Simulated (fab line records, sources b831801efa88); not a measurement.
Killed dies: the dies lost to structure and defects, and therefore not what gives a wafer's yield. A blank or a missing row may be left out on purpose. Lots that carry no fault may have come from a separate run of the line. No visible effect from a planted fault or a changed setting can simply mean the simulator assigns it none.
fab line records	flow sky130	part 1 of 2: steps 1 to 27 of 38
[record] lots = 5	wafers = 15	last_day = 50
route steps=708 shown CAP2M@618 METAL4@621 VIA4@639
lots that met no fault: taken from a fault-free run of the same line
start_h: hours from the record's first day to the start of the lot's first wafer shown	wait_h: time in hours since the lot's previous step	" same as the row above	L1.1+2: several wafers, shown together as one row	- either no value or no given start	* or withheld: withheld	< > ~ a bound
route shown NAME@n: a module of which the file shows steps, and the number in the route of the first	usual: mean/standard deviation taken from wafers without a fault	same: alike in all rows	chamber/n: place in a boat	sites: each site's reading	_std_site: the values' standard deviation	_edge_site: inner sites' mean taken away from outer sites' mean	radius_mm: for every site, how far away it sits from the centre of the wafer	mask NAME#n: copy n	behind: the most recent tool/chamber to have shaped the wafer	hold: what put the lot on hold/how long, in hours/how the hold closed	device: whichever transistor did not switch (one of n, p or np)	end of line: tests run on the same wafers once the route is complete	for a step that has no rows: nothing shown but its recipe	killed: at the first sort, the dies lost to defects and structure; wafer yield is something else	map: a wafer's dies, x killed, . not, _ none there
set.NAME: the run value of the setting; set.NAME@STEP: its run value at that earlier step	model.NAME: the simulator's own value behind a step, which no gauge read
certain route steps with their lots: each step a table, each wafer a row
services: from which hour (start_h, from the record's first day; less than 0 if before it) a tool's chamber was out of use, for how many hours, and why
[[steps]]
[step SKY_CAP2M_STRIP_15]
[recipe] chemistry = post_etch_residue_remover	time_s = 1200	temp_c = 72.5
lot.wafer	tool	chamber	start_h	wait_h
L075.1+5+6	wet_bench-01	0	966.52	0.1
L079.1+3+4	wet_bench-04	1	994.77	0.1
L089.1+4+6	wet_bench-02	2	1069.98	0.1
L093.1+3+5	wet_bench-04	1	1093.21	0.1
L096.2+4+5	wet_bench-01	2	1114.42	0.1
[step SKY_CAP2M_CLEAN_16]
[recipe] chemistry = IPA	time_s = 180	temp_c = 25
lot.wafer	tool	chamber	start_h	wait_h
L075.1+5+6	wet_bench-04	2	966.87	0.0
L079.1+3+4	wet_bench-01	0	995.12	0.0
L089.1+4+6	wet_bench-01	3	1070.33	0.0
L093.1+3+5	wet_bench-04	3	1093.55	0.0
L096.2+4+5	wet_bench-04	2	1114.78	0.0
[step SKY_CAP2M_CLEAN_17]
[recipe] chemistry = O3/DIW	dry = n2_spin
lot.wafer	tool	chamber	start_h	wait_h
L075.1+5+6	wet_bench-01	0	966.93	0.0
L079.1+3+4	wet_bench-02	2	995.17	0.0
L089.1+4+6	wet_bench-04	2	1070.38	0.0
L093.1+3+5	wet_bench-04	2	1093.61	0.0
L096.2+4+5	wet_bench-02	1	1114.84	0.0
[step SKY_METAL4_DEHYDRATE_05]
[recipe] temp_c = 200	time_s = 60
[usual] chill_plate_temp_C = 22.97/0.11
lot.wafer	tool	chamber	start_h	wait_h	chill_plate_temp_C
L075.1	litho_track-02	0	979.02	12.0	23.07
L075.5	"	0	"	"	22.88
L075.6	"	0	"	"	23.05
L079.1	litho_track-02	0	1006.67	11.4	23.02
L079.3	"	0	"	"	23.02
L079.4	"	0	"	"	23.01
L089.1	litho_track-03	0	1080.36	9.9	22.96
L089.4	"	0	"	"	22.78
L089.6	"	0	"	"	22.79
L093.1	litho_track-02	0	1102.87	9.2	23.16
L093.3	"	0	"	"	23.09
L093.5	"	0	"	"	23.13
L096.2	litho_track-03	0	1124.24	9.3	22.94
L096.4	"	0	"	"	22.95
L096.5	"	0	"	"	23.01
[step SKY_METAL4_HMDS_06]
[recipe] prime_time_s = 60	prime_temp_c = 120
[usual] chill_plate_temp_C = 22.99/0.089
lot.wafer	tool	chamber	start_h	wait_h	chill_plate_temp_C
L075.1	litho_track-02	0	979.17	0.1	23.00
L075.5	"	0	"	"	22.96
L075.6	"	0	"	"	22.91
L079.1	litho_track-02	0	1006.82	0.1	23.06
L079.3	"	0	"	"	23.05
L079.4	"	0	"	"	22.92
L089.1	litho_track-03	0	1080.51	0.1	23.00
L089.4	"	0	"	"	22.95
L089.6	"	0	"	"	23.07
L093.1	litho_track-02	0	1103.02	0.1	23.00
L093.3	"	0	"	"	23.05
L093.5	"	0	"	"	22.93
L096.2	litho_track-03	0	1124.39	0.1	22.89
L096.4	"	0	"	"	22.93
L096.5	"	0	"	"	22.91
[step SKY_METAL4_COAT_07]
[recipe] resist = BARC	temp_c = withheld	time_s = withheld	spin_rpm = 3000	resist_thk_nm = 60
[usual] chill_plate_temp_C = *
lot.wafer	tool	chamber	start_h	wait_h	chill_plate_temp_C
L075.1	litho_track-02	0	979.32	0.1	*
L075.5	"	0	"	"	*
L075.6	"	0	"	"	*
L079.1	litho_track-02	0	1006.97	0.1	*
L079.3	"	0	"	"	*
L079.4	"	0	"	"	*
L089.1	litho_track-03	0	1080.66	0.1	*
L089.4	"	0	"	"	*
L089.6	"	0	"	"	*
L093.1	litho_track-02	0	1103.17	0.1	*
L093.3	"	0	"	"	*
L093.5	"	0	"	"	*
L096.2	litho_track-03	0	1124.54	0.1	*
L096.4	"	0	"	"	*
L096.5	"	0	"	"	*
[step SKY_METAL4_COAT_08]
[recipe] resist = KrF-thick	spin_rpm = 3000	resist_thk_nm = 1140
[usual] chill_plate_temp_C = 22.99/0.11
lot.wafer	tool	chamber	start_h	wait_h	chill_plate_temp_C
L075.1	litho_track-02	0	-	-	22.94
L075.5	"	0	"	"	23.12
L075.6	"	0	"	"	22.83
L079.1	litho_track-02	0	-	-	22.92
L079.3	"	0	"	"	23.10
L079.4	"	0	"	"	23.05
L089.1	litho_track-03	0	-	-	22.95
L089.4	"	0	"	"	23.11
L089.6	"	0	"	"	23.01
L093.1	litho_track-02	0	-	-	22.97
L093.3	"	0	"	"	22.92
L093.5	"	0	"	"	22.91
L096.2	litho_track-03	0	-	-	22.80
L096.4	"	0	"	"	22.82
L096.5	"	0	"	"	22.81
[step SKY_METAL4_SOFTBAKE_09]
[recipe] temp_c = 100	time_s = 90	resist = KrF-thick
[usual] chill_plate_temp_C = 22.99/0.11
lot.wafer	tool	chamber	start_h	wait_h	chill_plate_temp_C
L075.1	litho_track-02	0	-	-	23.02
L075.5	"	0	"	"	22.99
L075.6	"	0	"	"	22.86
L079.1	litho_track-02	0	-	-	22.94
L079.3	"	0	"	"	22.76
L079.4	"	0	"	"	22.77
L089.1	litho_track-03	0	-	-	22.99
L089.4	"	0	"	"	23.13
L089.6	"	0	"	"	22.87
L093.1	litho_track-02	0	-	-	22.94
L093.3	"	0	"	"	23.10
L093.5	"	0	"	"	22.97
L096.2	litho_track-03	0	-	-	22.96
L096.4	"	0	"	"	22.96
L096.5	"	0	"	"	22.97
[step SKY_METAL4_EXPOSE_10]
[recipe] mask_id = MM4	na = 0.68	source_shape = annular	sigma_inner = 0.4	sigma_outer = 0.8	target_cd_nm = 300	dose_mj = 28
[same] na = 0.68
lot.wafer	tool	chamber	start_h	wait_h	mask
L075.1+5+6	krf_scanner-02	0	-	-	MM4#0
L079.1+3+4	krf_scanner-02	0	-	-	MM4#0
L089.1+4+6	krf_scanner-02	0	-	-	MM4#0
L093.1+3+5	krf_scanner-01	0	-	-	MM4#0
L096.2+4+5	krf_scanner-01	0	-	-	MM4#0
[step SKY_METAL4_PEB_11]
[recipe] peb_temp_c = withheld	peb_time_s = withheld	resist = KrF-thick
[usual] chill_plate_temp_C = *
lot.wafer	tool	chamber	start_h	wait_h	chill_plate_temp_C
L075.1	litho_track-02	0	-	-	*
L075.5	"	0	"	"	*
L075.6	"	0	"	"	*
L079.1	litho_track-03	0	-	-	*
L079.3	"	0	"	"	*
L079.4	"	0	"	"	*
L089.1	litho_track-04	0	-	-	*
L089.4	"	0	"	"	*
L089.6	"	0	"	"	*
L093.1	litho_track-04	0	-	-	*
L093.3	"	0	"	"	*
L093.5	"	0	"	"	*
L096.2	litho_track-04	0	-	-	*
L096.4	"	0	"	"	*
L096.5	"	0	"	"	*
[step SKY_METAL4_DEVELOP_12]
[recipe] develop_time_s = 60	resist = KrF-thick	dev_temp_c = 21
[usual] chill_plate_temp_C = 22.99/0.095
lot.wafer	tool	chamber	start_h	wait_h	chill_plate_temp_C
L075.1	litho_track-02	0	-	-	22.99
L075.5	"	0	"	"	23.00
L075.6	"	0	"	"	22.99
L079.1	litho_track-03	0	-	-	23.03
L079.3	"	0	"	"	22.99
L079.4	"	0	"	"	23.08
L089.1	litho_track-04	0	-	-	23.01
L089.4	"	0	"	"	23.01
L089.6	"	0	"	"	23.07
L093.1	litho_track-04	0	-	-	23.15
L093.3	"	0	"	"	23.06
L093.5	"	0	"	"	23.03
L096.2	litho_track-04	0	-	-	23.00
L096.4	"	0	"	"	23.13
L096.5	"	0	"	"	22.74
[step SKY_METAL4_CD_MEAS_13]
[recipe] target_cd_nm = 300
[usual] cd_nm = 300.1/1.4
lot.wafer	tool	chamber	start_h	wait_h	cd_nm
L075.1	cd_sem-02	-	991.50	-	298.7
L075.5	"	-	"	"	298.4
L075.6	"	-	"	"	298.4
L079.1	cd_sem-01	-	1018.56	-	299.5
L079.3	"	-	"	"	299.4
L079.4	"	-	"	"	297.9
L089.1	cd_sem-01	-	1092.12	-	300.7
L089.4	"	-	"	"	299.0
L089.6	"	-	"	"	296.8
L093.1	cd_sem-02	-	1114.02	-	300.8
L093.3	"	-	"	"	298.7
L093.5	"	-	"	"	300.5
L096.2	cd_sem-01	-	1135.10	-	301.4
L096.4	"	-	"	"	300.6
L096.5	"	-	"	"	300.6
[step SKY_METAL4_OVL_MEAS_14]
[usual] METAL4_OVL = 1/5.6
lot.wafer	tool	chamber	start_h	wait_h	METAL4_OVL[nm]
L075.1	overlay-01	-	991.62	0.1	0
L075.5	"	-	"	"	-8
L075.6	"	-	"	"	4
L079.1	overlay-01	-	1018.68	0.1	-1
L079.3	"	-	"	"	-2
L079.4	"	-	"	"	5
L089.1	overlay-01	-	1092.24	0.1	-4
L089.4	"	-	"	"	1
L089.6	"	-	"	"	-8
L093.1	overlay-01	-	1114.14	0.1	2
L093.3	"	-	"	"	6
L093.5	"	-	"	"	3
L096.2	overlay-01	-	1135.21	0.1	-8
L096.4	"	-	"	"	-3
L096.5	"	-	"	"	2
[step SKY_METAL4_DESCUM_15]
[recipe] chemistry = O2	source_power_w = 150	bias_power_w = 0	pressure_mtorr = 10	temp_c = 40	time_s = 8
[usual] drypump_motor_current_A = 5.7/0.32	oes_product_au = 1.004/0.011
lot.wafer	tool	chamber	start_h	wait_h	drypump_motor_current_A	oes_product_au	rf_hours_counter_h
L075.1	rie_metal-04	1	991.66	0.0	5.2	0.995	12
L075.5	"	0	"	"	5.5	1.011	-
L075.6	"	1	"	"	5.2	0.980	-
L079.1	rie_metal-03	0	1018.72	0.0	5.5	0.991	22
L079.3	"	0	"	"	5.5	0.993	-
L079.4	"	1	"	"	6.3	0.986	-
L089.1	rie_metal-04	1	1092.27	0.0	5.2	1.002	18
L089.4	"	0	"	"	5.4	1.007	-
L089.6	"	0	"	"	5.4	1.013	-
L093.1	rie_metal-03	1	1114.17	0.0	6.3	0.991	21
L093.3	"	0	"	"	5.4	0.992	-
L093.5	"	1	"	"	6.3	0.991	-
L096.2	rie_metal-03	1	1135.24	0.0	6.3	0.991	22
L096.4	"	0	"	"	5.5	0.995	-
L096.5	"	0	"	"	5.5	0.999	-
[step SKY_METAL4_ETCH_16]
[recipe] chemistry = N2/H2	target = BARC	ion_energy_ev = 200	bias_w = 100	pressure_mtorr = 30	n2_flow_sccm = 100	h2_flow_sccm = 200	icp_w = 500	stop_on = SiO2	time_s = 88.2	target_depth_a = 600
[usual] drypump_motor_current_A = 5.7/0.32	oes_product_au = 0.625/0.0046	throttle_valve_pct = 13.205/0.0075
lot.wafer	tool	chamber	start_h	wait_h	drypump_motor_current_A	oes_product_au	rf_hours_counter_h	throttle_valve_pct
L075.1	rie_metal-04	1	991.69	0.0	5.2	0.626	12	13.190
L075.5	"	0	"	"	5.5	0.617	-	13.213
L075.6	"	1	"	"	5.2	0.621	-	13.209
L079.1	rie_metal-03	0	1018.75	0.0	5.5	0.634	22	13.209
L079.3	"	0	"	"	5.5	0.622	-	13.205
L079.4	"	1	"	"	6.3	0.623	-	13.200
L089.1	rie_metal-04	1	1092.30	0.0	5.2	0.628	18	13.204
L089.4	"	0	"	"	5.4	0.629	-	13.201
L089.6	"	0	"	"	5.4	0.623	-	13.191
L093.1	rie_metal-03	1	1114.21	0.0	6.3	0.627	21	13.221
L093.3	"	0	"	"	5.5	0.616	-	13.208
L093.5	"	1	"	"	6.3	0.628	-	13.196
L096.2	rie_metal-03	1	1135.27	0.0	6.3	0.623	22	13.196
L096.4	"	0	"	"	5.5	0.623	-	13.212
L096.5	"	0	"	"	5.5	0.619	-	13.193
[step SKY_METAL4_ETCH_17]
[recipe] target = SiO2	stop_on = TiN	chemistry = C4F8/O2/Ar	source_w = 1500	bias_w = 1200	pressure_mtorr = 40	c4f8_flow_sccm = withheld	O2_flow_sccm = 6	Ar_flow_sccm = 300	time_s = 3.9	target_depth_a = 150
[usual] oes_product_au = 0.752/0.0076
lot.wafer	tool	chamber	start_h	wait_h	oes_product_au	rf_hours_counter_h
L075.1	rie_diel-02	3	991.79	0.1	0.751	12
L075.5	"	0	"	"	0.758	-
L075.6	"	3	"	"	0.758	-
L079.1	rie_diel-03	3	1018.85	0.1	0.746	2
L079.3	"	0	"	"	0.750	4
L079.4	"	2	"	"	0.749	23
L089.1	rie_diel-04	2	1092.40	0.1	0.751	23
L089.4	"	3	"	"	0.769	12
L089.6	"	0	"	"	0.768	-
L093.1	rie_diel-03	2	1114.30	0.1	0.748	26
L093.3	"	1	"	"	0.743	12
L093.5	"	0	"	"	0.747	-
L096.2	rie_diel-03	2	1135.37	0.1	0.753	27
L096.4	"	0	"	"	0.752	9
L096.5	"	1	"	"	0.749	-
[step SKY_METAL4_METAL_ETCH_18]
[recipe] target_depth_a = 8450	stop_on = SiO2	over_etch_frac = 0.3	time_s = 183.1	chemistry = Cl2/BCl3	resist_sidewall_deg = 88	pressure_mtorr = 10	icp_w = 900	bias_w = 48.5	Cl2_flow_sccm = 60	bcl3_flow_sccm = 30
[usual] drypump_motor_current_A = 5.6/0.36	oes_product_au = 0.865/0.0061	throttle_valve_pct = 22.264/0.0091
lot.wafer	tool	chamber	start_h	wait_h	drypump_motor_current_A	oes_product_au	rf_hours_counter_h	throttle_valve_pct
L075.1	rie_metal-01	1	991.81	0.0	5.9	0.874	17	22.251
L075.5	"	0	"	"	5.7	0.871	-	22.281
L075.6	"	1	"	"	5.9	0.870	-	22.262
L079.1	rie_metal-04	1	1018.87	0.0	5.2	0.876	14	22.279
L079.3	"	1	"	"	5.2	0.866	-	22.268
L079.4	"	0	"	"	5.4	0.864	-	22.252
L089.1	rie_metal-03	1	1092.42	0.0	6.3	0.873	18	22.266
L089.4	"	1	"	"	6.3	0.867	-	22.268
L089.6	"	1	"	"	6.3	0.861	-	22.271
L093.1	rie_metal-01	1	1114.32	0.0	5.9	0.871	24	22.256
L093.3	"	1	"	"	5.9	0.870	-	22.251
L093.5	"	0	"	"	5.7	0.872	-	22.263
L096.2	rie_metal-04	1	1135.39	0.0	5.2	0.858	22	22.259
L096.4	"	1	"	"	5.2	0.859	-	22.262
L096.5	"	0	"	"	5.4	0.871	-	22.260
[step SKY_METAL4_STRIP_19]
[recipe] chemistry = O2/N2	power_w = 1400	pressure_mtorr = 1500	platen_temp_c = withheld	o2_flow_sccm = 3000	n2_flow_sccm = 300	overash_fraction = 0.5
[usual] drypump_motor_current_A = 5.2/0.38	oes_product_au = 0.501/0.0055	strip_time_to_endpoint_s = 6.50/0.092
lot.wafer	tool	chamber	start_h	wait_h	drypump_motor_current_A	oes_product_au	rf_hours_counter_h	strip_time_to_endpoint_s
L075.1	plasma_asher-04	1	991.98	0.1	5.2	0.502	25	6.43
L075.5	"	0	"	"	4.9	0.498	-	6.60
L075.6	"	1	"	"	5.2	0.499	-	6.37
L079.1	plasma_asher-03	1	1019.04	0.1	5.2	0.512	56	6.56
L079.3	"	1	"	"	5.2	0.500	-	6.55
L079.4	"	0	"	"	5.4	0.500	-	6.43
L089.1	plasma_asher-03	1	1092.78	0.3	5.2	0.498	64	6.50
L089.4	"	0	"	"	5.4	0.507	-	6.54
L089.6	"	1	"	"	5.2	0.503	-	6.56
L093.1	plasma_asher-04	1	1114.50	0.1	5.2	0.505	37	6.45
L093.3	"	1	"	"	5.2	0.503	-	6.44
L093.5	"	1	"	"	5.2	0.500	-	6.44
L096.2	plasma_asher-01	0	1135.56	0.1	5.9	0.501	100	6.42
L096.4	"	0	"	"	5.9	0.495	-	6.44
L096.5	"	1	"	"	4.6	0.501	-	6.29
[step SKY_METAL4_STRIP_20]
[recipe] chemistry = post_etch_residue_remover	time_s = 1200	temp_c = 72.5
lot.wafer	tool	chamber	start_h	wait_h
L075.1+5+6	wet_bench-02	1	992.08	0.1
L079.1+3+4	wet_bench-03	3	1019.14	0.1
L089.1+4+6	wet_bench-03	3	1092.88	0.1
L093.1+3+5	wet_bench-03	1	1114.63	0.1
L096.2+4+5	wet_bench-03	2	1135.76	0.2
[step SKY_METAL4_CLEAN_21]
[recipe] chemistry = IPA	time_s = 180	temp_c = 25
lot.wafer	tool	chamber	start_h	wait_h
L075.1+5+6	wet_bench-02	2	992.43	0.0
L079.1+3+4	wet_bench-01	3	1019.49	0.0
L089.1+4+6	wet_bench-03	0	1093.28	0.1
L093.1+3+5	wet_bench-02	3	1115.01	0.0
L096.2+4+5	wet_bench-01	2	1136.31	0.2
[step SKY_METAL4_CLEAN_22]
[recipe] chemistry = O3/DIW	dry = n2_spin
lot.wafer	tool	chamber	start_h	wait_h
L075.1+5+6	wet_bench-01	0	992.48	0.0
L079.1+3+4	wet_bench-02	3	1019.54	0.0
L089.1+4+6	wet_bench-03	0	1093.43	0.1
L093.1+3+5	wet_bench-03	2	1115.07	0.0
L096.2+4+5	wet_bench-01	0	1136.71	0.3
[step SKY_VIA4_HDPCVD_00]
[recipe] material = SiO2	target_thk_nm = 1750	sigma_open_frac = 0.3	time_s = 291.7	temp_c = 400	sih4_flow_sccm = 60	pressure_mtorr = 6
[usual] sih4_flow_sccm = 60.01/0.19
lot.wafer	tool	chamber	start_h	wait_h	sih4_flow_sccm
L075.1	hdpcvd-01	2	992.58	0.0	59.74
L075.5	"	1	"	"	59.97
L075.6	"	2	"	"	59.97
L079.1	hdpcvd-02	2	1019.64	0.0	59.99
L079.3	"	1	"	"	60.09
L079.4	"	1	"	"	59.74
L089.1	hdpcvd-02	1	1093.52	0.0	60.25
L089.4	"	0	"	"	59.89
L089.6	"	2	"	"	60.36
L093.1	hdpcvd-02	2	1115.16	0.0	60.03
L093.3	"	0	"	"	60.19
L093.5	"	1	"	"	59.82
L096.2	hdpcvd-01	2	1136.80	0.0	59.99
L096.4	"	0	"	"	59.76
L096.5	"	2	"	"	60.08
[step SKY_VIA4_THK_MEAS_01]
[recipe] reads = SiO2_of_VIA4_HDPCVD_00
[usual] VIA4_HDPCVD_THK = 1752/17
lot.wafer	tool	chamber	start_h	wait_h	VIA4_HDPCVD_THK[nm]
L075.1	film_metro-04	-	992.75	0.1	1772
L075.5	"	-	"	"	1748
L075.6	"	-	"	"	1758
L079.1	film_metro-04	-	1019.81	0.1	1732
L079.3	"	-	"	"	1757
L079.4	"	-	"	"	1756
L089.1	film_metro-01	-	1093.70	0.1	1743
L089.4	"	-	"	"	1742
L089.6	"	-	"	"	1720
L093.1	film_metro-01	-	1115.34	0.1	1760
L093.3	"	-	"	"	1756
L093.5	"	-	"	"	1754
L096.2	film_metro-01	-	1136.99	0.1	1771
L096.4	"	-	"	"	1738
L096.5	"	-	"	"	1747
[step SKY_VIA4_CMP_02]
[recipe] material = SiO2	down_force_psi = 4	platen_rpm = 60	pad_velocity_m_s = 0.94248
[usual] edge_zone_pressure_frac = 1.000/0.0055	motor_current_A = 11.6/1.6	platen_rpm = 60.01/0.038
lot.wafer	tool	chamber	start_h	wait_h	edge_zone_pressure_frac	motor_current_A	platen_rpm
L075.1	cmp-02	3	992.98	0.2	1.002	11.0	60.08
L075.5	"	3	"	"	1.007	11.3	60.02
L075.6	"	0	"	"	0.995	13.3	59.97
L079.4	cmp-02	2	1019.87	0.0	1.001	10.7	60.00
L079.3	"	0	"	"	0.990	12.0	60.01
L079.1	"	1	"	"	1.003	9.7	59.94
L089.1	cmp-02	1	1093.87	0.2	1.005	9.7	60.04
L089.4	"	2	"	"	1.005	10.9	59.94
L089.6	"	1	"	"	1.006	9.3	59.99
L093.1	cmp-02	3	1115.40	0.1	1.003	11.2	60.01
L093.3	"	1	"	"	1.000	9.8	60.02
L093.5	"	3	"	"	0.994	11.5	60.09
L096.4	cmp-01	1	1137.14	0.1	0.998	11.5	60.01
L096.2	"	2	"	"	0.997	10.6	60.00
L096.5	"	3	"	"	0.996	15.0	60.02
[step SKY_VIA4_BOW_MEAS_03]
[recipe] mode = bow
[usual] VIA4_BOW = 81/8.4
lot.wafer	tool	chamber	start_h	wait_h	VIA4_BOW[um]
L075.1	film_metro-01	-	993.28	0.2	75
L075.5	"	-	"	"	69
L075.6	"	-	"	"	75
L079.1	film_metro-02	-	1020.17	0.1	87
L079.3	"	-	"	"	93
L079.4	"	-	"	"	84
L089.1	film_metro-04	-	1094.12	0.2	86
L089.4	"	-	"	"	81
L089.6	"	-	"	"	87
L093.1	film_metro-01	-	1115.70	0.2	68
L093.3	"	-	"	"	72
L093.5	"	-	"	"	68
L096.2	film_metro-01	-	1137.36	0.1	90
L096.4	"	-	"	"	77
L096.5	"	-	"	"	88
[step SKY_VIA4_DEHYDRATE_04]
[recipe] temp_c = 200	time_s = 60
[usual] chill_plate_temp_C = 22.97/0.094
lot.wafer	tool	chamber	start_h	wait_h	chill_plate_temp_C
L075.1	litho_track-03	0	1004.76	11.5	22.97
L075.5	"	0	"	"	23.07
L075.6	"	0	"	"	23.03
L079.1	litho_track-01	0	1031.11	10.9	22.96
L079.3	"	0	"	"	23.02
L079.4	"	0	"	"	23.00
L089.1	litho_track-01	0	1103.51	9.4	22.86
L089.4	"	0	"	"	22.97
L089.6	"	0	"	"	22.94
L093.1	litho_track-04	0	1124.82	9.1	23.03
L093.3	"	0	"	"	22.95
L093.5	"	0	"	"	23.01
L096.2	litho_track-04	0	1145.29	7.9	23.00
L096.4	"	0	"	"	22.97
L096.5	"	0	"	"	23.02
[step SKY_VIA4_HMDS_05]
[recipe] prime_time_s = 60	prime_temp_c = 120
[usual] chill_plate_temp_C = 23.01/0.11
lot.wafer	tool	chamber	start_h	wait_h	chill_plate_temp_C
L075.1	litho_track-03	0	1004.91	0.1	23.06
L075.5	"	0	"	"	23.08
L075.6	"	0	"	"	23.07
L079.1	litho_track-01	0	1031.26	0.1	22.99
L079.3	"	0	"	"	23.01
L079.4	"	0	"	"	22.98
L089.1	litho_track-01	0	1103.66	0.1	22.93
L089.4	"	0	"	"	22.92
L089.6	"	0	"	"	22.94
L093.1	litho_track-04	0	1124.97	0.1	23.07
L093.3	"	0	"	"	23.05
L093.5	"	0	"	"	23.11
L096.2	litho_track-04	0	1145.44	0.1	23.07
L096.4	"	0	"	"	23.07
L096.5	"	0	"	"	23.04
